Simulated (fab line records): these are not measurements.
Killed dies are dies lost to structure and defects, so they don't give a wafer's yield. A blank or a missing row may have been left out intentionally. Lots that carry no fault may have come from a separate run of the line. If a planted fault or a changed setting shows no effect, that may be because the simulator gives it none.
Struck lot and sound lot, side by side + flow gf180mcu + 24 out of 602 route steps
Sound: wafers L959.1, L959.2, L959.5. Struck: wafers L965.2, L965.3, L965.4. The cause is named last.
At each step with rows: each side's tool, then ch and its chambers, then its first start. Under that, the readings that differ: sound wafers + struck wafers + difference of the means + sigmas: that difference in standard deviations of wafers without a fault.
alike: same words and numbers on both sides, and readings whose means sit less than 2 such deviations apart. not compared: any withheld reading, any reading some wafer has no value for, any bound like >300 that may hide the same value, and any number with overlapping values for which the record gives no deviation.
The two part at a step that has a row with sigmas, a row that says differs or no value, or rows on one side only. Non-overlapping numbers with no deviation appear without sigmas and do not part them. A reading missing from all wafers of one side parts the sides only when that side holds two or more wafers.

GF_M5_STRIP_11: strips in O2/N2.
  sound on plasma-asher-02 ch 0,1, day 26 22:54; struck on plasma-asher-02 ch 0,1, day 28 18:44
  alike: drypump-motor-current-A, heater-power-w, oes-product-au, strip-time-to-endpoint-s
  not compared: rf-hours-counter-h
then, 3 steps without rows for these wafers: GF_M5_STRIP_12 (strips in post etch residue remover, time 1200 s); GF_M5_CLEAN_13 (cleans in DIW); GF_V5_CVD_00 (deposits SiO2, target thk 300 nm, time 50 s).
GF_V5_THK_MEAS_01:
  struck on film-metro-02, day 28 19:44; sound on film-metro-03, day 26 23:29
  alike: V5_CVD_00_THK
GF_V5_CVD_02: deposits SiO2 from TEOS, target thk 1450 nm, time 163.28 s.
  sound on pecvd-02 ch 0,1,2, day 26 23:32; struck on pecvd-03 ch 1,2, day 28 19:47
| reading            | sound       | struck      | difference | sigmas |
|--------------------|-------------|-------------|------------|--------|
| heater-power-w (W) | 711 690 744 | 608 539 461 | -179       | -2     |
GF_V5_THK_MEAS_03:
  struck on film-metro-03, day 28 19:57; sound on film-metro-02, day 26 23:39
  alike: V5_CVD_02_THK
GF_V5_CMP_04: polishes SiO2.
  sound on cmp-02 ch 0,1,3, day 26 23:43; struck on cmp-01 ch 0,1,3, day 28 20:00
  alike: motor-current-A
GF_V5_BOW_MEAS_05:
  struck on film-metro-01, day 28 20:19; sound on film-metro-03, day 27 00:01
  alike: V5_BOW
then, 3 steps without rows for these wafers: GF_V5_DEHYDRATE_06 (time 60 s); GF_V5_HMDS_07 (prime time 60 s); GF_V5_COAT_08.
GF_V5_COAT_09: resist thk 1000 nm.
  sound on litho-track-02 ch 0, day 27 09:00; struck on litho-track-02 ch 0, day 29 05:00
| reading                             | sound             | struck         | difference | sigmas |
|-------------------------------------|-------------------|----------------|------------|--------|
| model.KrF_of_V5_COAT_09.thk-nm (nm) | 998.8 997.3 996.8 | 1108 1104 1105 | +108       |        |
  alike: dispense-pressure-kPa
then, 3 steps without rows for these wafers: GF_V5_SOFTBAKE_10 (time 60 s); GF_V5_EXPOSE_11 (exposes mask Via5, target cd 260 nm); GF_V5_PEB_12 (peb time 90 s).
GF_V5_DEVELOP_13: develop time 60 s.
  sound on litho-track-04 ch 0, day 27 20:03; struck on litho-track-03 ch 0, day 29 15:05
| reading                             | sound             | struck         | difference | sigmas |
|-------------------------------------|-------------------|----------------|------------|--------|
| model.KrF_of_V5_COAT_09.thk-nm (nm) | 983.9 982.4 981.9 | 1093 1089 1090 | +108       |        |
  alike: developer-temp-C
GF_V5_CD_MEAS_14: the cd target is 260 nm.
  struck on cd-sem-02, day 29 15:14; sound on cd-sem-01, day 27 20:12
| reading    | sound             | struck            | difference | sigmas |
|------------|-------------------|-------------------|------------|--------|
| cd-nm (nm) | 260.1 258.8 260.1 | 256.7 256.8 257.2 | -2.8       | -3     |
  not compared: hold
GF_V5_OVL_MEAS_15:
  struck on overlay-02, day 29 15:20; sound on overlay-02, day 27 20:19
  alike: V5_OVL
  not compared: hold
GF_V5_ETCH_16: etches BARC in N2/H2.
  sound on rie-diel-01 ch 1,2, day 27 20:21; struck on rie-diel-03 ch 0,1, day 29 15:22
| reading             | sound             | struck          | difference | sigmas |
|---------------------|-------------------|-----------------|------------|--------|
| model.V5.cd-nm (nm) | 260.1 258.1 260.3 | 256 256.2 256.9 | -3         |        |
  alike: drypump-motor-current-A, oes-product-au, throttle-valve-pct
GF_V5_ETCH_17: etches SiO2 in C4F8/O2/Ar, stops on TiN, target depth 855 nm.
  sound on rie-diel-01 ch 1,2; struck on rie-diel-03 ch 0,1
  alike: oes-product-au
  not compared: model.V5.cd-nm
GF_V5_STRIP_18: strips in O2/N2.
  sound on plasma-asher-03 ch 0,1, day 27 20:35; struck on plasma-asher-04 ch 0,1, day 29 15:36
| reading               | sound             | struck            | difference | sigmas |
|-----------------------|-------------------|-------------------|------------|--------|
| oes-product-au (a.u.) | 0.569 0.565 0.567 | 0.607 0.614 0.605 | +0.042     | +9     |
  alike: drypump-motor-current-A, heater-power-w
  not compared: rf-hours-counter-h
then, 2 steps without rows for these wafers: GF_V5_STRIP_19 (strips in post etch residue remover, time 1200 s); GF_PASSIVATION_PROBE_99.

## WHERE THEY PART
Earliest at GF_V5_CVD_02; latest, in this record, at GF_V5_STRIP_18.

WHY: whatever the simulator had introduced
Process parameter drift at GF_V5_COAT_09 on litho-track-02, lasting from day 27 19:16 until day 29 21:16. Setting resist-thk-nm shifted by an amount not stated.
